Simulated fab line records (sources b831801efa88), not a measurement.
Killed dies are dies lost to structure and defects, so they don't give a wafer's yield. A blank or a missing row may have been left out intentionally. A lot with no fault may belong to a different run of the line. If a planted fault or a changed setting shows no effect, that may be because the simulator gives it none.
Problem report in the 8D (eight disciplines) form, filled by code	flow gf180mcu	the parts of the form that need people (team, actions taken, sign-off) are left out

== 1. WHAT WENT WRONG ==
cd nm at GF_M4_CD_MEAS_14 reads a mean of 292.0 nm on 6 wafers of 2 lots; wafers without a fault read 280.4 nm with a standard deviation of 1.3. Relative to the usual mean, that is a shift of +8.9 standard deviations.
The step: target cd 280 nm.
Earliest sighting: wafer L174.1 on cd sem-02 at day 26 21:29. At this step, 36 wafers from 12 lots have a number in the record. By rule, "out" or "out of limits" means more than 4 standard deviations away from the usual mean. The other wafers with a number count as sound.

== 2. WHAT IT IS AND WHAT IT IS NOT ==
question	is	is not
which readings at this step	cd nm	-
which lots	L174, L176	L165, L166, L167, L177, L182, L184, L185, L186, L187, L188
which wafers of those lots	all that have a number	-
read on which gauges	cd sem-01, cd sem-02	-
when	from day 26 21:29	up to then (9 sound wafers); but 21 sound wafers of L177, L182, L184, L185, L186, L187, L188 came after

== 3. WHAT RULES OUT EACH SUSPECT ==
Counting: any tool at a process step up to the reading is kept as a suspect provided that every lot that is out went through it and no sound lot did after the first of them.
- ruled out: the gauge at GF_M4_CD_MEAS_14. 2 gauges (cd sem-01, cd sem-02) read the wafers that are out.
- litho track-03 at GF_M4_PEB_12 (peb time 90 s): kept. It processed each lot that is out, first L174 at day 26 21:08, and no sound lot thereafter; up to then, the last sound lot it processed was L167 at day 23 23:08. On those wafers its own readings are out: heater power total W, plate temp C.
Left after counting: litho track-03 at GF_M4_PEB_12.

== 4. THE CAUSE (what the simulator had put in) ==
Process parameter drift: litho track-03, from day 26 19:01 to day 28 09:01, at GF_M4_PEB_12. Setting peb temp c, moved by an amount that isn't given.
This tool alone remained once counting was done.

== 5. THE CHAIN OF EFFECTS, in route order ==
Each row: a reading whose mean over the struck wafers that have a number lies more than 3 standard deviations from the usual. Readings are gone through only where the record gives a usual standard deviation; hours: the median, over the lots, of the time from a lot's start at the first step in this table giving one to that lot's start at this step; sigmas: the change measured in usual standard deviations.
hours	step	reading	usual	on struck wafers	change	sigmas
0	GF_M4_PEB_12	heater power total W	85.70 W	82.49	-3.21	-38
0	GF_M4_PEB_12	plate temp C	135.01 C	131.15	-3.86	-28
0	GF_M4_CD_MEAS_14	cd nm	280.4 nm	292.0	+11.6	+8.9
Its process steps:
- GF_M4_PEB_12: peb time 90 s.

== 6. HOW IT WOULD HAVE BEEN CAUGHT EARLIER ==
Counted from the fault's start at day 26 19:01, it took 2 hours until the first out-of-limits reading at a measuring or inspecting step in this record, taken at day 26 21:29.
Tool's own readings at GF_M4_PEB_12, heater power total W, plate temp C: out on all struck wafers the step has rows for; an alarm limit on them would have tripped on the first.
L176, from the lots that are out (2), started GF_M4_PEB_12 on litho track-03 later than day 26 21:29. It would have been spared by a hold on the tool at that moment.
